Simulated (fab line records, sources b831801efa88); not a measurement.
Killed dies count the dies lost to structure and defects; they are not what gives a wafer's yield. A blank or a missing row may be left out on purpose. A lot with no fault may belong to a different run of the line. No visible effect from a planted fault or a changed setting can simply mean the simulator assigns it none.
The tool behind it: which one? | flow gf180mcu | Sampling: 24 lots, 72 wafers, 6 of 602 route steps

## WHAT EACH GAUGE READ, for each wafer
GF_M4_RS_MEAS_05: measurement is done with a four-point probe. Usual: for M4_ALCU_RS the level is 0.0696 ohm/sq and the standard deviation is 0.0008.
lot  | measured     | on            | M4_ALCU_RS (ohm/sq)  | flag
L074 | day 22 04:17 | film-metro-03 | 0.0703 0.0699 0.0706 |
L075 | day 23 01:47 | film-metro-04 | 0.0700 0.0706 0.0696 |
L076 | day 23 03:44 | film-metro-01 | 0.0704 0.0704 0.0700 |
L077 | day 23 21:34 | film-metro-03 | 0.0707 0.0694 0.0703 |
L078 | day 24 03:12 | film-metro-01 | 0.0689 0.0697 0.0686 |
L079 | day 25 01:20 | film-metro-01 | 0.0690 0.0704 0.0697 |
L080 | day 25 01:27 | film-metro-04 | 0.0705 0.0708 0.0706 |
L081 | day 25 04:11 | film-metro-01 | 0.0697 0.0694 0.0689 |
L082 | day 25 09:43 | film-metro-04 | 0.0691 0.0699 0.0684 |
L083 | day 25 13:32 | film-metro-01 | 0.0689 0.0699 0.0692 |
L084 | day 25 17:10 | film-metro-04 | 0.0694 0.0696 0.0697 |
L085 | day 26 06:48 | film-metro-01 | 0.0697 0.0697 0.0705 |
L086 | day 26 15:00 | film-metro-01 | 0.0703 0.0691 0.0691 |
L087 | day 26 21:29 | film-metro-03 | 0.0691 0.0693 0.0681 |
L088 | day 27 04:17 | film-metro-04 | 0.0693 0.0688 0.0688 |
L089 | day 27 12:31 | film-metro-03 | 0.0681 0.0693 0.0696 |
L090 | day 27 19:19 | film-metro-04 | 0.0691 0.0699 0.0706 |
L091 | day 28 00:13 | film-metro-01 | 0.0694 0.0697 0.0692 |
L092 | day 28 05:25 | film-metro-03 | 0.0709 0.0705 0.0702 |
L093 | day 28 13:59 | film-metro-04 | 0.0700 0.0698 0.0687 |
L094 | day 28 23:29 | film-metro-03 | 0.0689 0.0702 0.0690 |
L095 | day 29 06:19 | film-metro-01 | 0.0680 0.0695 0.0681 |
L096 | day 29 09:37 | film-metro-03 | 0.0696 0.0694 0.0695 |
L097 | day 29 20:57 | film-metro-01 | 0.0697 0.0685 0.0687 |

GF_V4_BOW_MEAS_05. Usual: for V4_BOW the level is 135 um and the standard deviation is 8.2.
lot  | measured     | on            | V4_BOW (um) | flag
L074 | day 23 05:06 | film-metro-02 | 142 147 132 |
L075 | day 24 02:28 | film-metro-04 | 136 133 134 |
L076 | day 24 03:07 | film-metro-04 | 144 129 134 |
L077 | day 24 20:47 | film-metro-02 | 129 131 128 |
L078 | day 25 02:28 | film-metro-02 | 147 131 136 |
L079 | day 26 00:55 | film-metro-04 | 133 126 124 |
L080 | day 26 00:29 | film-metro-04 | 141 145 129 |
L081 | day 26 03:28 | film-metro-03 | 132 130 130 |
L082 | day 26 08:11 | film-metro-04 | 139 147 123 |
L083 | day 26 11:49 | film-metro-02 | 144 138 138 |
L084 | day 26 15:12 | film-metro-04 | 128 142 125 |
L085 | day 27 04:55 | film-metro-02 | 143 143 140 |
L086 | day 27 13:22 | film-metro-02 | 147 141 139 |
L087 | day 27 18:22 | film-metro-03 | 138 135 133 |
L088 | day 28 01:47 | film-metro-03 | 149 153 145 |
L089 | day 28 09:26 | film-metro-03 | 135 127 140 |
L090 | day 28 16:29 | film-metro-04 | 120 133 116 |
L091 | day 28 20:58 | film-metro-04 | 126 130 131 |
L092 | day 29 02:29 | film-metro-02 | 137 148 144 |
L093 | day 29 10:18 | film-metro-02 | 143 132 134 |
L094 | day 29 19:47 | film-metro-04 | 134 120 131 |
L095 | day 30 01:50 | film-metro-02 | 148 138 138 |
L096 | day 30 05:48 | film-metro-02 | 127 143 133 |
L097 | day 30 16:44 | film-metro-02 | 141 137 147 |

GF_V4_RS_MEAS_24: measurement is done with a four-point probe. Usual: for V4_W_RS the level is 0.328 ohm/sq and the standard deviation is 0.0034.
lot  | measured     | on            | V4_W_RS (ohm/sq)  | flag
L074 | day 24 04:39 | film-metro-03 | 0.331 0.322 0.328 |
L075 | day 25 01:40 | film-metro-03 | 0.325 0.328 0.332 |
L076 | day 25 02:13 | film-metro-04 | 0.333 0.327 0.330 |
L077 | day 25 18:34 | film-metro-02 | 0.329 0.323 0.325 |
L078 | day 26 00:40 | film-metro-02 | 0.326 0.329 0.322 |
L079 | day 26 23:09 | film-metro-04 | 0.328 0.328 0.328 |
L080 | day 26 21:47 | film-metro-04 | 0.326 0.330 0.326 |
L081 | day 27 00:53 | film-metro-03 | 0.329 0.327 0.328 |
L082 | day 27 06:07 | film-metro-03 | 0.333 0.333 0.332 |
L083 | day 27 09:19 | film-metro-04 | 0.326 0.331 0.327 |
L084 | day 27 12:48 | film-metro-02 | 0.334 0.330 0.325 |
L085 | day 28 02:13 | film-metro-04 | 0.323 0.320 0.323 |
L086 | day 28 09:53 | film-metro-02 | 0.332 0.327 0.325 |
L087 | day 28 14:40 | film-metro-03 | 0.333 0.325 0.326 |
L088 | day 28 22:05 | film-metro-04 | 0.324 0.323 0.324 |
L089 | day 29 06:13 | film-metro-02 | 0.328 0.330 0.324 |
L090 | day 29 13:03 | film-metro-02 | 0.330 0.327 0.328 |
L091 | day 29 16:05 | film-metro-03 | 0.331 0.331 0.330 |
L092 | day 29 23:28 | film-metro-02 | 0.325 0.322 0.326 |
L093 | day 30 06:01 | film-metro-04 | 0.334 0.327 0.332 |
L094 | day 30 15:26 | film-metro-03 | 0.322 0.328 0.329 |
L095 | day 30 21:44 | film-metro-04 | 0.329 0.331 0.324 |
L096 | day 31 01:14 | film-metro-02 | 0.324 0.330 0.330 |
L097 | day 31 12:32 | film-metro-03 | 0.327 0.324 0.332 |

GF_MIM_THK_MEAS_11: measures by xrf. Usual: for MIM_ALCU_THK the level is 194.4 nm and the standard deviation is 2.1.
lot  | measured     | on            | MIM_ALCU_THK (nm) | flag
L074 | day 24 05:39 | film-metro-04 | 196.1 197.7 195.5 |
L075 | day 25 02:41 | film-metro-01 | 197.3 194.6 194.2 |
L076 | day 25 03:17 | film-metro-01 | 192.9 193.7 194.6 |
L077 | day 25 19:34 | film-metro-02 | 195.1 194.2 194.2 |
L078 | day 26 01:40 | film-metro-02 | 190.5 190.3 190.9 |
L079 | day 27 00:10 | film-metro-02 | 195.4 194.8 192.7 |
L080 | day 26 22:49 | film-metro-01 | 195.5 193.8 192.6 |
L081 | day 27 01:53 | film-metro-01 | 196.7 199.6 198.3 |
L082 | day 27 07:25 | film-metro-02 | 191.9 190.5 192.6 |
L083 | day 27 10:19 | film-metro-04 | 192.6 194.7 196.5 |
L084 | day 27 13:49 | film-metro-04 | 194.6 193.6 194.6 |
L085 | day 28 03:13 | film-metro-02 | 193.7 192.8 195.9 |
L086 | day 28 10:52 | film-metro-01 | 195.6 196.1 196.1 |
L087 | day 28 15:41 | film-metro-01 | 191.4 194.2 190.1 |
L088 | day 28 23:05 | film-metro-04 | 196.2 198.3 195.7 |
L089 | day 29 07:14 | film-metro-02 | 198.2 196.2 199.7 |
L090 | day 29 14:04 | film-metro-02 | 193.5 194.8 194.6 |
L091 | day 29 17:07 | film-metro-01 | 195.6 197.1 193.7 |
L092 | day 30 00:28 | film-metro-01 | 195.3 192.6 193.6 |
L093 | day 30 07:02 | film-metro-01 | 196.8 195.0 195.8 |
L094 | day 30 16:26 | film-metro-01 | 195.4 195.8 196.1 |
L095 | day 30 22:44 | film-metro-01 | 193.8 196.7 194.6 |
L096 | day 31 02:13 | film-metro-02 | 191.4 194.9 194.6 |
L097 | day 31 13:33 | film-metro-01 | 192.7 190.2 191.7 |

## EACH LOT AND THE TOOL THAT RAN IT (in order: tool; ch and the chambers of the sampled wafers; start)
lot  | GF_V3_CMP_26                  | GF_MIM_SPUTTER_03
L074 | cmp-02 ch 0,1,2, day 22 03:49 | pvd-sputter-01, day 24 05:16
L075 | cmp-02 ch 0,2, day 23 01:15   | pvd-sputter-04, day 25 02:19
L076 | cmp-01 ch 1,2,3, day 23 03:13 | pvd-sputter-04, day 25 02:55
L077 | cmp-02 ch 1,2,3, day 23 21:03 | pvd-sputter-01, day 25 19:12
L078 | cmp-02 ch 0,1,3, day 24 02:40 | pvd-sputter-01, day 26 01:17
L079 | cmp-02 ch 0,1,2, day 25 00:52 | pvd-sputter-01, day 26 23:47
L080 | cmp-01 ch 1,3, day 25 00:56   | pvd-sputter-01, day 26 22:26
L081 | cmp-01 ch 0,2,3, day 25 03:37 | pvd-sputter-02, day 27 01:29
L082 | cmp-01 ch 0,1,3, day 25 09:18 | pvd-sputter-01, day 27 07:00
L083 | cmp-01 ch 1,2,3, day 25 13:02 | pvd-sputter-04, day 27 09:55
L084 | cmp-01 ch 0,2,3, day 25 16:46 | pvd-sputter-04, day 27 13:25
L085 | cmp-01 ch 0,3, day 26 06:16   | pvd-sputter-02, day 28 02:50
L086 | cmp-02 ch 0,3, day 26 14:26   | pvd-sputter-01, day 28 10:29
L087 | cmp-01 ch 1,2,3, day 26 21:01 | pvd-sputter-02, day 28 15:19
L088 | cmp-02 ch 0,1,2, day 27 03:48 | pvd-sputter-01, day 28 22:43
L089 | cmp-01 ch 0,1,3, day 27 11:59 | pvd-sputter-01, day 29 06:52
L090 | cmp-02 ch 0,1, day 27 18:48   | pvd-sputter-01, day 29 13:41
L091 | cmp-01 ch 1,2,3, day 27 23:45 | pvd-sputter-01, day 29 16:44
L092 | cmp-01 ch 1,2, day 28 04:55   | pvd-sputter-01, day 30 00:05
L093 | cmp-02 ch 1,2,3, day 28 13:31 | pvd-sputter-02, day 30 06:40
L094 | cmp-02 ch 2,3, day 28 22:57   | pvd-sputter-02, day 30 16:04
L095 | cmp-02 ch 2,3, day 29 05:46   | pvd-sputter-02, day 30 22:22
L096 | cmp-02 ch 1,3, day 29 09:07   | pvd-sputter-01, day 31 01:50
L097 | cmp-02 ch 1,2,3, day 29 20:25 | pvd-sputter-01, day 31 13:10
- GF_V3_CMP_26: polishes, stops on SiO2, t overpolish 15 s, target thk 0 nm.
- GF_MIM_SPUTTER_03: material Ti, target thk 10 nm, time 6.7 s.

## AS READ BY THE TOOLS THEMSELVES (means over the sampled wafers that have a number; for cases with no such wafer, the mark the record gives instead)
GF_V3_CMP_26. Usual: motor-current-A 10.7 A, standard deviation 1.1; overpolish-run-s 15.000 s, standard deviation 0.0084; slurry-filter-dp-kPa 13.51 kPa, standard deviation 0.12; slurry-flow-ml-min 150.0, standard deviation 0.42; time-to-endpoint-s 86 s, standard deviation 4.
lot  | tool   | motor-current-A (A) | overpolish-run-s (s) | slurry-filter-dp-kPa (kPa) | slurry-flow-ml-min | time-to-endpoint-s (s) | flag
L074 | cmp-02 | 10.9                | 15.002               | 13.50                      | 149.7              | 88                     |
L075 | cmp-02 | 11.0                | 15.000               | 13.58                      | 149.8              | 86                     |
L076 | cmp-01 | 10.3                | 15.004               | 13.37                      | 150.3              | 85                     |
L077 | cmp-02 | 10.5                | 15.005               | 13.54                      | 150.3              | 85                     |
L078 | cmp-02 | 11.5                | 15.005               | 13.52                      | 149.6              | 80                     |
L079 | cmp-02 | 11.1                | 14.997               | 13.49                      | 149.5              | 84                     |
L080 | cmp-01 | 9.7                 | 15.001               | 13.57                      | 149.9              | 84                     |
L081 | cmp-01 | 11.0                | 14.993               | 13.55                      | 149.9              | 88                     |
L082 | cmp-01 | 10.1                | 15.005               | 13.58                      | 150.0              | 92                     |
L083 | cmp-01 | 10.4                | 15.003               | 13.48                      | 150.1              | 87                     |
L084 | cmp-01 | 10.3                | 14.994               | 13.55                      | 149.7              | 89                     |
L085 | cmp-01 | 10.1                | 14.993               | 13.56                      | 150.1              | 85                     |
L086 | cmp-02 | 11.6                | 15.004               | 13.54                      | 150.2              | 81                     |
L087 | cmp-01 | 10.4                | 14.995               | 13.51                      | 150.1              | 78                     |
L088 | cmp-02 | 10.7                | 14.988               | 13.53                      | 149.8              | 87                     |
L089 | cmp-01 | 9.5                 | 14.995               | 13.58                      | 149.3              | 85                     |
L090 | cmp-02 | 11.5                | 14.995               | 13.55                      | 149.9              | 88                     |
L091 | cmp-01 | 10.3                | 15.008               | 13.38                      | 149.7              | 85                     |
L092 | cmp-01 | 11.1                | 15.004               | 13.58                      | 149.8              | 83                     |
L093 | cmp-02 | 10.7                | 14.996               | 13.55                      | 150.4              | 89                     |
L094 | cmp-02 | 10.9                | 14.994               | 13.54                      | 150.3              | 87                     |
L095 | cmp-02 | 10.8                | 15.005               | 13.57                      | 150.1              | 85                     |
L096 | cmp-02 | 11.3                | 15.004               | 13.59                      | 150.3              | 90                     |
L097 | cmp-02 | 10.6                | 15.006               | 13.51                      | 149.9              | 88                     |

GF_MIM_SPUTTER_03. Usual: throttle-valve-pct 29.9 %, standard deviation 0.75.
lot  | tool           | throttle-valve-pct (%) | flag
L074 | pvd-sputter-01 | 29.3                   |
L075 | pvd-sputter-04 | 30.0                   |
L076 | pvd-sputter-04 | 30.3                   |
L077 | pvd-sputter-01 | 29.8                   |
L078 | pvd-sputter-01 | 30.0                   |
L079 | pvd-sputter-01 | 30.0                   |
L080 | pvd-sputter-01 | 30.1                   |
L081 | pvd-sputter-02 | 30.1                   |
L082 | pvd-sputter-01 | 30.2                   |
L083 | pvd-sputter-04 | 29.8                   |
L084 | pvd-sputter-04 | 29.8                   |
L085 | pvd-sputter-02 | 29.9                   |
L086 | pvd-sputter-01 | 29.5                   |
L087 | pvd-sputter-02 | 30.0                   |
L088 | pvd-sputter-01 | 30.0                   |
L089 | pvd-sputter-01 | 29.8                   |
L090 | pvd-sputter-01 | 29.9                   |
L091 | pvd-sputter-01 | 29.9                   |
L092 | pvd-sputter-01 | 30.0                   |
L093 | pvd-sputter-02 | 29.6                   |
L094 | pvd-sputter-02 | 29.2                   |
L095 | pvd-sputter-02 | 30.2                   |
L096 | pvd-sputter-01 | 30.3                   |
L097 | pvd-sputter-01 | 29.6                   |

## THE ANSWER, worked out from the rows above alone
Rule: a lot counts as off when the mean over its wafers that have a number is more than 3 standard deviations away from the usual mean. Also off: a lot with no number at a reading for which 4 or more lots have one. The other lots that the step has rows for count as sound. First the gauges in route order, then the tools' own readings, where a lot's mean is used as printed above. At the first step where some lot is off, the reading lying furthest off is the one used; lots without a number count as furthest.
Across all readings shown, no lot is off: no conclusion can be drawn from this.

## WHAT THE SIMULATOR HAD INSERTED
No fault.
